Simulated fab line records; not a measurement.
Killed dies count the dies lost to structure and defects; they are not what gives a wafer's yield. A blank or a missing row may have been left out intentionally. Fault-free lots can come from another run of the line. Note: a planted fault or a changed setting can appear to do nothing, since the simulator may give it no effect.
fab line records	flow sky130
[record] lots = 7	wafers = 21	last-day = 50
route steps=708 shown POLY_GATE@219
lots untouched by any fault: they come from a run of this same line in which no faults occurred
start-h: hours from the record's first day to the start of the lot's first wafer shown	wait-h: how many hours have passed since the lot's step before this one	" as in the row above	L1.1+2: several wafers, shown together as one row	- no value, or no start given	* or withheld: withheld	< > ~ a bound
route shown NAME@n: names a module that has steps shown in the file, with the first one's number in the route	usual: mean and standard deviation over wafers with no fault	same: alike in all rows	chamber/n: place in a boat	sites: each site's reading	_std_site: their standard deviation	_edge_site: outer sites' mean less inner sites'	radius-mm: for every site, how far away it sits from the centre of the wafer	mask NAME#n: copy n	behind: the tool/chamber that last shaped the wafer	hold: what put the lot on hold/how long, in hours/how the hold closed	device: the transistor (n, p or np) that didn't switch	end of line: the tests these same wafers got at the end of their route	a step with no rows: only its recipe	killed: not the wafer's yield, but the dies lost to structure and defects at the first sort	map: a wafer's dies, marking killed ones x, the rest . and places with no die _
set.NAME: the setting as run; set.NAME@STEP: as run at that earlier step	model.NAME: the simulator's own value behind a step, which no gauge read
lots at selected steps of the route; one table per step, one row per wafer
services: the hour from which a tool's chamber was out of use, counted from the record's first day as start-h (under 0 if before that day), plus the number of hours and why
[[steps]]
[step SKY_POLY_GATE_DEHYDRATE_05]
[recipe] temp-c = 200	time-s = 60
[step SKY_POLY_GATE_HMDS_06]
[recipe] prime-time-s = 60	prime-temp-c = 120
[step SKY_POLY_GATE_COAT_07]
[recipe] resist = BARC	temp-c = withheld	time-s = withheld	spin-rpm = 3000	resist-thk-nm = 110
[step SKY_POLY_GATE_COAT_08]
[recipe] resist = KrF-thick	spin-rpm = 3000	resist-thk-nm = 450
[step SKY_POLY_GATE_SOFTBAKE_09]
[recipe] temp-c = 100	time-s = 90	resist = KrF-thick
[step SKY_POLY_GATE_EXPOSE_10]
[recipe] mask-id = P1M	na = 0.68	source-shape = conventional	sigma-outer = 0.6	target-cd-nm = 150	dose-mj = 28
[step SKY_POLY_GATE_PEB_11]
[recipe] peb-temp-c = withheld	peb-time-s = withheld	resist = KrF-thick
[step SKY_POLY_GATE_DEVELOP_12]
[recipe] develop-time-s = 60	resist = KrF-thick	dev-temp-c = 21
[step SKY_POLY_GATE_CD_MEAS_13]
[recipe] target-cd-nm = 150
[usual] cd-nm = 150.1/1.2
lot.wafer	tool	chamber	start-h	wait-h	cd-nm
L169.2	cd-sem-02	-	355.26	-	151.9
L169.4	"	-	"	"	149.6
L169.6	"	-	"	"	150.6
L179.1	cd-sem-01	-	458.22	-	149.9
L179.2	"	-	"	"	149.6
L179.4	"	-	"	"	148.7
L182.1	cd-sem-01	-	482.69	-	148.2
L182.2	"	-	"	"	146.9
L182.5	"	-	"	"	147.4
L187.1	cd-sem-02	-	528.04	-	151.1
L187.2	"	-	"	"	150.3
L187.3	"	-	"	"	151.1
L188.2	cd-sem-01	-	535.94	-	150.7
L188.3	"	-	"	"	150.9
L188.4	"	-	"	"	149.6
L189.1	cd-sem-02	-	561.02	-	151.1
L189.2	"	-	"	"	150.7
L189.6	"	-	"	"	151.5
L190.2	cd-sem-01	-	578.26	-	149.2
L190.4	"	-	"	"	149.9
L190.5	"	-	"	"	148.2
[step SKY_POLY_GATE_OVL_MEAS_14]
[usual] POLY_GATE_OVL = -2/4.8
lot.wafer	tool	chamber	start-h	wait-h	POLY_GATE_OVL[nm]
L169.2	overlay-01	-	355.36	0.1	8
L169.4	"	-	"	"	6
L169.6	"	-	"	"	3
L179.1	overlay-02	-	458.34	0.1	2
L179.2	"	-	"	"	1
L179.4	"	-	"	"	4
L182.1	overlay-02	-	482.81	0.1	-1
L182.2	"	-	"	"	1
L182.5	"	-	"	"	-2
L187.1	overlay-01	-	528.16	0.1	-4
L187.2	"	-	"	"	-9
L187.3	"	-	"	"	3
L188.2	overlay-01	-	536.05	0.1	-1
L188.3	"	-	"	"	-5
L188.4	"	-	"	"	-7
L189.1	overlay-02	-	561.14	0.1	0
L189.2	"	-	"	"	0
L189.6	"	-	"	"	6
L190.2	overlay-02	-	578.36	0.1	6
L190.4	"	-	"	"	5
L190.5	"	-	"	"	4
[step SKY_POLY_GATE_ETCH_15]
[recipe] chemistry = N2/H2	target = BARC	ion-energy-ev = 200	source-w = 500	bias-w = 100	pressure-mtorr = 30	n2-flow-sccm = 100	h2-flow-sccm = 200	stop-on = SiO2	time-s = 118.5	target-depth-a = 1100
[usual] bias-w = 100.01/0.27	chamber-pressure-mTorr = 30.001/0.027	drypump-motor-current-A = 5.7/0.47	oes-product-au = 0.716/0.0045	throttle-valve-pct = 13.213/0.0095
lot.wafer	tool	chamber	start-h	wait-h	bias-w	chamber-pressure-mTorr	drypump-motor-current-A	oes-product-au	rf-hours-counter-h	throttle-valve-pct
L169.2	rie-diel-02	1	355.39	0.0	99.98	30.042	5.8	0.714	11	13.199
L169.4	"	3	"	"	100.03	29.972	5.2	0.718	97	13.217
L169.6	"	0	"	"	100.09	30.015	5.8	0.723	-	13.216
L179.1	rie-diel-02	1	458.38	0.0	99.76	29.967	5.8	0.708	13	13.208
L179.2	"	3	"	"	100.54	29.999	5.2	0.720	100	13.204
L179.4	"	0	"	"	99.59	29.945	5.8	0.707	2	13.218
L182.1	rie-diel-01	3	482.84	0.0	100.57	29.993	6.0	0.721	1	13.209
L182.2	"	2	"	"	100.59	29.980	5.9	0.715	10	13.224
L182.5	"	3	"	"	100.16	30.072	6.1	0.715	-	13.201
L187.1	rie-diel-01	1	528.19	0.0	100.09	30.032	5.4	0.718	72	13.223
L187.2	"	0	"	"	100.32	29.986	5.0	0.718	90	13.207
L187.3	"	2	"	"	99.95	29.960	5.9	0.712	11	13.207
L188.2	rie-diel-04	0	536.08	0.0	100.44	29.976	6.4	0.715	72	13.189
L188.3	"	3	"	"	100.19	30.018	5.9	0.724	35	13.207
L188.4	"	2	"	"	100.17	29.989	4.7	0.718	3	13.206
L189.1	rie-diel-01	1	561.18	0.0	99.66	30.022	5.4	0.711	72	13.222
L189.2	"	2	"	"	99.55	30.025	5.9	0.722	11	13.207
L189.6	"	2	"	"	99.90	29.997	5.9	0.722	-	13.211
L190.2	rie-diel-04	1	578.39	0.0	100.24	30.011	4.8	0.709	64	13.208
L190.4	"	1	"	"	100.19	30.007	4.8	0.705	-	13.214
L190.5	"	0	"	"	100.06	29.976	6.4	0.715	-	13.195
[step SKY_POLY_GATE_ETCH_16]
[recipe] stop-on = poly-Si	chemistry = CH3F/O2	target = Si3N4	source-w = 400	bias-w = 80	pressure-mtorr = 25	ch3f-flow-sccm = 40	O2_flow_sccm = 30	time-s = 147.5	target-depth-a = 750
[usual] O2_flow_sccm = 30.01/0.092	bias-w = 79.99/0.24	drypump-motor-current-A = 5.6/0.46	oes-product-au = 0.641/0.0054	throttle-valve-pct = 10.535/0.0095
lot.wafer	tool	chamber	start-h	wait-h	O2_flow_sccm	bias-w	drypump-motor-current-A	oes-product-au	rf-hours-counter-h	throttle-valve-pct
L169.2	rie-diel-02	1	355.48	0.0	30.13	80.05	5.8	0.647	11	10.551
L169.4	"	3	"	"	29.97	79.79	5.2	0.643	97	10.529
L169.6	"	0	"	"	30.03	80.41	5.8	0.651	-	10.535
L179.1	rie-diel-02	1	458.46	0.0	30.05	79.92	5.8	0.641	13	10.543
L179.2	"	3	"	"	29.94	80.18	5.2	0.650	100	10.533
L179.4	"	0	"	"	30.07	79.99	5.8	0.649	2	10.529
L182.1	rie-diel-01	3	482.93	0.0	29.95	79.42	6.0	0.653	1	10.539
L182.2	"	2	"	"	29.94	80.35	5.9	0.640	10	10.541
L182.5	"	3	"	"	30.03	79.74	6.0	0.635	-	10.534
L187.1	rie-diel-01	1	528.28	0.0	29.94	80.23	5.4	0.642	72	10.532
L187.2	"	0	"	"	29.98	79.81	5.0	0.640	90	10.545
L187.3	"	2	"	"	30.09	79.80	5.9	0.635	11	10.529
L188.2	rie-diel-04	0	536.16	0.0	30.10	79.90	6.4	0.640	72	10.538
L188.3	"	3	"	"	30.04	80.18	5.8	0.652	35	10.532
L188.4	"	2	"	"	30.06	79.99	4.7	0.638	3	10.542
L189.1	rie-diel-01	1	561.26	0.0	30.08	79.40	5.4	0.639	73	10.536
L189.2	"	2	"	"	29.98	79.85	5.9	0.641	11	10.543
L189.6	"	2	"	"	30.03	80.33	5.9	0.646	-	10.533
L190.2	rie-diel-04	1	578.48	0.0	30.04	80.00	4.8	0.637	65	10.545
L190.4	"	1	"	"	30.04	80.28	4.8	0.649	-	10.531
L190.5	"	0	"	"	30.10	79.88	6.3	0.646	-	10.524
[step SKY_POLY_GATE_ETCH_17]
[recipe] target-depth-nm = 180	stop-on = SiO2	over-etch-frac = 0.56667	chemistry = HBr/Cl2	target = poly-Si	icp-w = 400	bias-w = 100	pressure-mtorr = 10	HBr_flow_sccm = 150	Cl2_flow_sccm = 50	time-s = 70.5
[usual] HBr_flow_sccm = 150.0/0.45	bias-w = 100.0/0.3	drypump-motor-current-A = 5.3/0.51	oes-product-au = 0.986/0.0077	throttle-valve-pct = 33.685/0.01
lot.wafer	tool	chamber	start-h	wait-h	HBr_flow_sccm	bias-w	drypump-motor-current-A	oes-product-au	rf-hours-counter-h	throttle-valve-pct	model.KrF-thick_of_POLY_GATE_COAT_08.thk-nm
L169.2	rie-si-02	1	355.57	0.0	149.5	99.5	5.0	0.983	29	33.693	143.6
L169.4	"	1	"	"	149.4	100.0	5.0	0.987	-	33.668	142.5
L169.6	"	2	"	"	150.5	100.0	4.7	0.984	-	33.692	139.5
L179.1	rie-si-01	3	458.56	0.0	150.4	99.9	5.4	0.977	4	33.685	143.1
L179.2	"	2	"	"	150.1	99.7	5.6	0.983	40	33.680	143.9
L179.4	"	2	"	"	150.5	100.1	5.6	0.994	-	33.692	139
L182.1	rie-si-01	0	483.02	0.0	149.4	100.1	4.9	0.985	3	33.659	143.5
L182.2	"	3	"	"	150.3	100.4	5.4	0.997	4	33.677	139.7
L182.5	"	2	"	"	150.0	99.7	5.6	0.991	-	33.700	143.9
L187.1	rie-si-02	3	528.37	0.0	-	-	-	-	-	-	233.6
L187.2	"	2	"	"	-	-	-	-	-	-	240.7
L187.3	"	0	"	"	-	-	-	-	-	-	234.2
L188.2	rie-si-01	0	536.26	0.0	-	-	-	-	-	-	241.1
L188.3	"	2	"	"	-	-	-	-	-	-	235.8
L188.4	"	3	"	"	-	-	-	-	-	-	238.6
L189.1	rie-si-02	3	561.36	0.0	-	-	-	-	-	-	230.3
L189.2	"	2	"	"	-	-	-	-	-	-	230.3
L189.6	"	0	"	"	-	-	-	-	-	-	231.7
L190.2	rie-si-02	2	578.57	0.0	149.6	100.0	4.7	0.984	11	33.692	144
L190.4	"	0	"	"	150.1	100.1	5.4	0.986	1	33.706	143.4
L190.5	"	0	"	"	149.1	100.2	5.4	0.977	-	33.692	144.8
[step SKY_POLY_GATE_STRIP_18]
[recipe] chemistry = O2/N2	power-w = 1400	pressure-mtorr = 1500	platen-temp-c = withheld	o2-flow-sccm = 3000	n2-flow-sccm = 300	overash-fraction = 0.5
[usual] drypump-motor-current-A = 5.6/0.47	oes-product-au = 0.362/0.0046	strip-time-to-endpoint-s = 3.19/0.041
lot.wafer	tool	chamber	start-h	wait-h	drypump-motor-current-A	oes-product-au	rf-hours-counter-h	strip-time-to-endpoint-s
L169.2	plasma-asher-01	0	355.63	0.0	5.2	0.355	43	3.19
L169.4	"	0	"	"	5.1	0.361	-	3.20
L169.6	"	1	"	"	5.2	0.368	-	3.16
L179.1	plasma-asher-03	0	458.61	0.0	5.4	0.364	32	3.20
L179.2	"	1	"	"	6.5	0.359	32	3.21
L179.4	"	1	"	"	6.4	0.359	-	3.15
L182.1	plasma-asher-01	0	483.08	0.0	5.1	0.362	55	3.19
L182.2	"	1	"	"	5.1	0.355	55	3.16
L182.5	"	1	"	"	5.2	0.360	-	3.21
L187.1	plasma-asher-01	1	528.43	0.0	5.2	0.400	60	4.20
L187.2	"	0	"	"	5.1	0.411	60	4.27
L187.3	"	0	"	"	5.1	0.397	-	4.19
L188.2	plasma-asher-03	1	536.31	0.0	6.4	0.401	38	4.27
L188.3	"	1	"	"	6.4	0.404	-	4.21
L188.4	"	0	"	"	5.4	0.399	-	4.24
L189.1	plasma-asher-01	0	561.41	0.0	5.1	0.402	63	4.15
L189.2	"	1	"	"	5.2	0.404	63	4.14
L189.6	"	1	"	"	5.2	0.405	-	4.16
L190.2	plasma-asher-01	1	578.63	0.0	5.2	0.368	65	3.20
L190.4	"	0	"	"	5.1	0.360	-	3.22
L190.5	"	1	"	"	5.2	0.364	-	3.21
[step SKY_POLY_GATE_CLEAN_19]
[recipe] chemistry = SC1/SC2	mix = 1:4:20	temp-c = 70	time-s = 150	dry = n2-spin
[[services]]
tool	chamber	start-h	hours	kind
rie-diel-04	-	337.86	1.2	repair
plasma-asher-01	-	346.25	8.3	repair
rie-si-02	0	347.10	38.4	repair
rie-diel-02	0	357.65	2.5	repair
rie-diel-02	2	397.11	11.0	repair
rie-diel-04	0	405.02	11.4	repair
plasma-asher-03	-	412.14	1.6	repair
rie-diel-01	-	425.86	0.5	repair
plasma-asher-01	-	452.35	1.1	repair
rie-diel-02	2	469.06	9.9	repair
rie-si-02	1	478.47	5.6	repair
plasma-asher-03	-	480.24	14.7	repair
rie-si-02	0	481.92	6.0	repair
plasma-asher-01	-	487.71	1.3	repair
rie-diel-01	3	503.31	29.3	repair
plasma-asher-03	-	506.24	0.6	repair
rie-diel-04	3	512.28	4.7	repair
rie-diel-04	2	518.61	6.2	repair
rie-diel-02	0	544.32	13.7	repair
rie-si-01	-	545.25	28.1	pm
rie-diel-04	0	560.67	1.7	repair
rie-diel-01	2	573.13	13.9	repair
rie-si-01	-	575.26	5.5	repair
rie-diel-04	2	577.04	1.6	repair
[[key]]
[first-sign] step = SKY_POLY_GATE_ETCH_17	reading = tool-record	direction = missing
[effect] step = SKY_POLY_GATE_STRIP_18	reading = strip-time-to-endpoint-s	direction = up	sigmas = 25	usual = *	struck = *
[model-effect] step = SKY_POLY_GATE_ETCH_17	value = KrF-thick_of_POLY_GATE_COAT_08.thk-nm	without = 141.7	struck = 235.1
met-at SKY_POLY_GATE_ETCH_17
struck-wafers L187.1,L187.2,L187.3,L188.2,L188.3,L188.4,L189.1,L189.2,L189.6
later-rows-left-out L187.1,L187.2,L187.3,L188.2,L188.3,L188.4,L189.1,L189.2,L189.6
sort-left-out L187.1,L187.2,L187.3,L188.2,L188.3,L188.4,L189.1,L189.2,L189.6
tester-left-out L187,L188,L189
onset-between 483.02 528.37
[fault] kind = skipped-step-whole	tool = rie-si-01,rie-si-02	chamber = -	onset-h = 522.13	steps = SKY_POLY_GATE_ETCH_17	scope = struck-lots-only
// tester-left-out: of these lots the tester's yield and bins aren't shown, on N5 and GAA mostly nor the transistor test; their killed dies are dies lost to structure and defects alone, not to doping, threshold or leakage, so they don't give the yield
// sort-left-out: the simulated sort isn't trusted on such a fault, so these wafers' sort isn't shown, and their yield isn't known
// later-rows-left-out: the simulator's readings of these wafers behind a module that went badly wrong aren't trusted and aren't shown, but for the sort
